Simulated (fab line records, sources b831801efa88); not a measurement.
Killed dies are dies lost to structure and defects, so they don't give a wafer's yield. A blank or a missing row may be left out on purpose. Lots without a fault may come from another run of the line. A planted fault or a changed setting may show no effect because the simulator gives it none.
fab line records | flow sky130
record lots=6 wafers=18 last_day=50
route steps=708 shown POLY_GATE@234 LDD_N@237 PAD_OPEN@708
lots that met no fault: from a run of the same line without faults
start_h: hours from the record's first day to the start of the lot's first wafer shown | wait_h: hours since the lot's step before | " the same as in the row above | L1.1+2: a row that stands for several wafers | - no value, or no start given | * or withheld: withheld | < > ~ a bound
route shown NAME@n: a module of which the file shows steps, and the number in the route of the first | usual: mean/standard deviation of fault-free wafers | same: alike in all rows | chamber/n: place in a boat | sites: the reading at each site | _std_site: their standard deviation | _edge_site: outer sites' mean less inner sites' | radius_mm: how far each site lies from the wafer's centre | mask NAME#n: copy n | behind: the tool/chamber that last shaped the wafer | hold: why the lot was held/for how many hours/how that ended | device: the transistor (n, p or np) that didn't switch | end of line: the same wafers' tests at the end of the route | a step without rows: its recipe alone | killed: dies lost to structure and defects at the first sort, not the wafer's yield | map: a wafer's dies, x killed, . not, _ none there
set.NAME: the setting as run; set.NAME@STEP: as run at that earlier step | model.NAME: the simulator's own value behind a step, which no gauge read
lots at some steps of the route; a table a step, a row a wafer
services: from which hour (start_h, from the record's first day; less than 0 if before it) a tool's chamber was out of use, for how many hours, and why
## steps
# step SKY_POLY_GATE_OXIDATION_20
# recipe temp_c=850 ambient=O2 stabilise_s=600 purge_s=300 target_thk_a=40 ox_time_s=899
# step SKY_POLY_GATE_THK_MEAS_21
# recipe reads=SiO2_of_POLY_GATE_OXIDATION_20
# usual POLY_GATE_OXIDATION_THK=4.00/0.08
# columns lot.wafer tool chamber start_h wait_h POLY_GATE_OXIDATION_THK[nm]
L189.1 film_metro-02 - 358.37 0.0 3.95
L189.2 " - " " 4.05
L189.4 " - " " 3.88
L193.1 film_metro-02 - 403.00 0.0 4.03
L193.2 " - " " 4.00
L193.3 " - " " 3.97
L201.1 film_metro-04 - 475.98 0.0 4.01
L201.5 " - " " 4.06
L201.6 " - " " 3.91
L202.2 film_metro-01 - 481.49 0.0 3.80
L202.3 " - " " 3.85
L202.4 " - " " 3.83
L209.1 film_metro-02 - 547.11 0.0 4.04
L209.4 " - " " 4.04
L209.6 " - " " 4.07
L212.1 film_metro-01 - 565.55 0.0 3.94
L212.5 " - " " 4.05
L212.6 " - " " 4.03
# step SKY_POLY_GATE_CD_MEAS_22
# usual cd_nm=149.7/2.3
# columns lot.wafer tool chamber start_h wait_h cd_nm
L189.1 cd_sem-02 - 358.43 0.1 151.0
L189.2 " - " " 153.3
L189.4 " - " " 154.9
L193.1 cd_sem-01 - 403.06 0.1 155.2
L193.2 " - " " 155.8
L193.3 " - " " 152.9
L201.1 cd_sem-02 - 476.04 0.1 148.5
L201.5 " - " " 149.7
L201.6 " - " " 151.8
L202.2 cd_sem-02 - 481.57 0.1 150.2
L202.3 " - " " 149.0
L202.4 " - " " 151.9
L209.1 cd_sem-02 - 547.17 0.1 150.1
L209.4 " - " " 151.7
L209.6 " - " " 152.0
L212.1 cd_sem-02 - 565.61 0.1 151.2
L212.5 " - " " 151.1
L212.6 " - " " 150.7
# step SKY_LDD_N_DEHYDRATE_00
# recipe temp_c=200 time_s=60
# step SKY_LDD_N_HMDS_01
# recipe prime_time_s=60 prime_temp_c=120
# step SKY_LDD_N_COAT_02
# recipe resist=NOVOLAK spin_rpm=3000 resist_thk_nm=300
# step SKY_LDD_N_SOFTBAKE_03
# recipe temp_c=90 time_s=60 resist=NOVOLAK
# step SKY_LDD_N_EXPOSE_04
# recipe mask_id=NTM target_cd_nm=840 na=0.6 source_shape=conventional sigma_outer=0.6 dose_mj=110
# step SKY_LDD_N_PEB_05
# recipe temp_c=withheld time_s=* resist=NOVOLAK
# step SKY_LDD_N_DEVELOP_06
# recipe develop_time_s=60 dev_temp_c=23
# step SKY_LDD_N_OVL_MEAS_07
# usual LDD_N_OVL=-0.4/1.3
# columns lot.wafer tool chamber start_h wait_h LDD_N_OVL[nm]
L189.1 overlay-01 - 386.61 0.1 0.6
L189.2 " - " " -0.7
L189.4 " - " " 0.6
L193.1 overlay-01 - 433.53 0.1 0.1
L193.2 " - " " -0.8
L193.3 " - " " -0.3
L201.1 overlay-01 - 506.97 0.1 -0.7
L201.5 " - " " 0.0
L201.6 " - " " 0.0
L202.2 overlay-02 - 512.23 0.1 1.0
L202.3 " - " " 0.2
L202.4 " - " " -0.7
L209.1 overlay-01 - 576.77 0.1 0.0
L209.4 " - " " -1.5
L209.6 " - " " 0.0
L212.1 overlay-02 - 592.42 0.1 0.8
L212.5 " - " " -0.4
L212.6 " - " " 0.2
# step SKY_LDD_N_IMPLANT_08
# recipe species=As energy_kev=20 dose_cm2=7.5e+13 tilt_deg=withheld rotation_deg=23
# step SKY_LDD_N_IMPLANT_09
# recipe species=As energy_kev=20 dose_cm2=7.5e+13 tilt_deg=withheld rotation_deg=113
# usual beam_energy_keV=19.999/0.0062 faraday_current_uA=421/9.2
# same implant_ion_amu=75
# columns lot.wafer tool chamber start_h wait_h beam_energy_keV faraday_current_uA model.implant.rp_nm model.implant.drp_nm
L189.1 implanter-02 0 386.79 0.1 19.991 426 16.01 7.212
L189.2 " 0 " " 19.993 422 16.01 7.212
L189.4 " 0 " " 19.979 413 16.01 7.212
L193.1 implanter-04 0 433.72 0.1 20.009 410 15.79 7.212
L193.2 " 0 " " 19.998 412 15.79 7.212
L193.3 " 0 " " 19.997 398 15.79 7.212
L201.1 implanter-02 0 507.16 0.1 18.406 417 14.7 6.81
L201.5 " 0 " " 18.404 427 14.7 6.81
L201.6 " 0 " " 18.411 414 14.7 6.81
L202.2 implanter-02 0 512.43 0.1 18.407 413 14.77 6.81
L202.3 " 0 " " 18.407 411 14.77 6.81
L202.4 " 0 " " 18.404 412 14.77 6.81
L209.1 implanter-04 0 576.96 0.1 19.989 432 15.99 7.212
L209.4 " 0 " " 19.989 423 15.99 7.212
L209.6 " 0 " " 19.989 434 15.99 7.212
L212.1 implanter-02 0 592.61 0.1 19.990 427 15.38 7.212
L212.5 " 0 " " 19.990 433 15.38 7.212
L212.6 " 0 " " 19.995 401 15.38 7.212
# step SKY_LDD_N_IMPLANT_10
# recipe species=As energy_kev=20 dose_cm2=7.5e+13 tilt_deg=withheld rotation_deg=203
# step SKY_PAD_OPEN_PROBE_99
# usual killed_at_M0_to_M3=44/6.6 killed_at_M4_up=3.0/2 killed_at_contacts=24/5.1 killed_at_front_end=15/4.1 killed_at_other=0.4/0.62 killed_dies=86/9.3 killed_open=46/6.8 killed_short=40/5.8
# same gross_dies=492 killed_at_back_side=0
# columns lot.wafer tool chamber start_h wait_h killed_at_M0_to_M3 killed_at_M4_up killed_at_contacts killed_at_front_end killed_at_other killed_dies killed_open killed_short
L193.1 prober-02 - 1106.46 0.1 48 5 27 11 1 92 44 47
L193.2 prober-02 - 1106.51 0.1 46 1 25 19 2 93 46 47
L193.3 prober-02 - 1106.56 0.2 50 3 19 16 1 89 45 43
L202.2 prober-02 - 1147.70 0.1 32 5 29 17 0 83 41 38
L202.3 prober-02 - 1147.75 0.2 47 1 29 7 2 86 38 47
L202.4 prober-02 - 1147.80 0.2 39 4 32 13 0 88 45 43
# killed by level:class
L193.1 CONTACT:geometric_particle:open=12 VIA1:geometric_particle:open=10 LOCAL_INTERCONNECT:geometric_particle:short=7 METAL1:geometric_particle:short=7 VIA2:geometric_particle:open=7 VIA1:geometric_particle:short=6 VIA3:geometric_particle:short=4 METAL2:geometric_particle:short=4
L193.2 LI_CONTACT:geometric_particle:open=8 VIA1:geometric_particle:open=8 METAL2:geometric_particle:short=6 FIELD_ISO:geometric_particle:open=5 POLY_GATE:geometric_particle:short=5 POLY_GATE:geometric_particle:open=5 LOCAL_INTERCONNECT:geometric_particle:short=5 METAL1:geometric_particle:short=5
L193.3 VIA1:geometric_particle:open=13 CONTACT:geometric_particle:open=9 VIA1:geometric_particle:short=8 VIA2:geometric_particle:open=8 POLY_GATE:geometric_particle:open=5 METAL1:geometric_particle:short=5 FIELD_ISO:geometric_particle:open=4 METAL3:geometric_particle:short=4
L202.2 CONTACT:geometric_particle:open=11 LI_CONTACT:geometric_particle:open=8 CONTACT:geometric_particle:short=7 VIA1:geometric_particle:open=6 METAL2:geometric_particle:short=5 FIELD_ISO:geometric_particle:short=4 POLY_GATE:geometric_particle:open=4 VIA2:geometric_particle:open=4
L202.3 METAL2:geometric_particle:short=9 CONTACT:geometric_particle:open=8 CONTACT:geometric_particle:short=7 VIA3:geometric_particle:open=7 VIA1:geometric_particle:short=6 LI_CONTACT:geometric_particle:short=5 LI_CONTACT:geometric_particle:open=5 VIA1:geometric_particle:open=5
L202.4 VIA1:geometric_particle:open=11 CONTACT:geometric_particle:open=10 METAL1:geometric_particle:short=9 CONTACT:geometric_particle:short=8 LI_CONTACT:geometric_particle:open=7 LOCAL_INTERCONNECT:geometric_particle:short=6 METAL2:geometric_particle:short=5 FIELD_ISO:geometric_particle:open=4
## services
# columns tool chamber start_h hours kind
implanter-04 - 374.30 3.8 pm
implanter-04 - 445.72 11.4 repair
implanter-04 - 471.37 5.9 repair
implanter-02 - 482.25 19.3 repair
implanter-02 - 501.50 4.2 pm
## key
first_sign step=SKY_LDD_N_IMPLANT_09 reading=beam_energy_keV direction=down sigmas=99+ usual=* struck=*
effect none on later readings
model_effect step=SKY_LDD_N_IMPLANT_09 value=implant.rp_nm without=15.65 struck=14.74
met_at SKY_LDD_N_IMPLANT_09
struck_wafers L201.1,L201.5,L201.6,L202.2,L202.3,L202.4
tester_left_out L201,L202
onset_between 386.79 507.16
fault kind=process_parameter_drift tool=implanter-02 chamber=- onset_h=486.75 steps=SKY_LDD_N_IMPLANT_09 channel=energy_kev offset=* shape=step end_h=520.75 acts_in=* stated=*
# tester_left_out: of these lots the tester's yield and bins aren't shown, on N5 and GAA mostly nor the transistor test; their killed dies are dies lost to structure and defects alone, not to doping, threshold or leakage, so they don't give the yield
